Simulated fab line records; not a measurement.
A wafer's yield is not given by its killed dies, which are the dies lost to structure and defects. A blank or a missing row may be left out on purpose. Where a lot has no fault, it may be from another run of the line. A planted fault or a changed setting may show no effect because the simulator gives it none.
Which of the tools did it?    flow gf180mcu    7 lots, 21 wafers sampled, at 1 step of a route of 602

## WHAT THE GAUGES READ, wafer by wafer
GF_NSD_CD_MEAS_07: the cd target is 400 nm.
lot   measured      on        cdNm (nm)
L972  day 13 20:02  cdSem-02  403.3 402.1 402.5
L976  day 15 18:05  cdSem-02  396.6 399.4 398.0
L984  day 17 18:47  cdSem-01  398.8 398.6 398.5
L986  day 18 16:49  cdSem-01  403.3 398.0 399.2
L988  day 19 08:11  cdSem-01  401.1 402.3 402.2
L992  day 20 15:19  cdSem-01  402.7 400.4 401.7
L994  day 21 10:05  cdSem-01  400.9 398.5 401.4

## TOOL THAT RAN EACH LOT (tool first, then ch and the chambers of the sampled wafers, then the start)
Before these readings, the record contains no process step.

## THE ANSWER, worked out from the rows above alone
Rule: what is usual is taken from the lots themselves. Put in order of their means at a reading, lots are off if they are a third of the lots or fewer, leave a main group of 4 or more, and stand apart from it by a gap of 3 or more times the standard deviation of the main group's means; of several such gaps the widest counts. A main group whose means are all the same, to the digits that the tables above print for the reading, isn't used. A lot without any number at a reading at which 4 lots or more have one is off too. All remaining lots with rows at the step are treated as sound.
No lot is off at any reading shown: from this, nothing can be told.

## WHAT THE SIMULATOR HAD PUT IN
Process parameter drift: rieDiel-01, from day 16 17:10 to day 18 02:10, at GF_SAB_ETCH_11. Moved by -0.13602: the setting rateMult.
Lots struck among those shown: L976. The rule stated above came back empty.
